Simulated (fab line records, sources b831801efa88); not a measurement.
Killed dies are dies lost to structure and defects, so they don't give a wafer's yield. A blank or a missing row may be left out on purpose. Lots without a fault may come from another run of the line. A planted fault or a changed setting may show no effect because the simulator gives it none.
Chamber matching | flow sky130 | SKY_POLY_GATE_ETCH_16 on rie_diel-01: 4 sister chambers
The step etches Si3N4 in CH3F/O2, stops on poly-Si, time 147.5 s, target depth 75 nm. 4 wafers are shown with their chamber, then 7 later ones without.

WAFERS WITH THEIR CHAMBER
wafer  | chamber | O2_flow_sccm (sccm)
L295.6 | 0       | 29.98
L304.3 | 3       | 30.03
L306.2 | 1       | 29.98
L306.5 | 2       | 29.93

WAFERS WITHOUT THEIR CHAMBER
wafer  | O2_flow_sccm (sccm)
L306.6 | 29.89
L312.1 | 30.04
L312.3 | 30.08
L312.4 | 30.03
L313.3 | 29.93
L313.4 | 30.03
L313.5 | 29.95

WHICH CHAMBER EACH WENT THROUGH
wafer  | from the rows above          | in truth
L306.6 | can't be placed: 2 or 0 or 1 | 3
L312.1 | can't be placed: 3 or 0 or 1 | 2
L312.3 | can't be placed: 3 or 0 or 1 | 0
L312.4 | can't be placed: 3 or 0 or 1 | 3
L313.3 | can't be placed: 2 or 0 or 1 | 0
L313.4 | can't be placed: 3 or 0 or 1 | 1
L313.5 | can't be placed: 2 or 0 or 1 | 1
Placed correctly: 0 of 7. Can't be placed from these rows: 7 (the true chamber is among the candidates in 5). Placed wrongly: 0.
How it was worked out, from the rows above alone: a wafer's distance from a chamber is the root of the sum, over the readings, of the square of ((its reading less the chamber's mean) divided by the reading's scatter). The wafer belongs to the nearest chamber; if the next one is less than 2 further off, it can't be placed. A chamber's mean is the mean of its shown wafers. The scatter: with one shown wafer a chamber, the root of the mean of the squares of how far each hidden wafer lies from its nearest shown one.
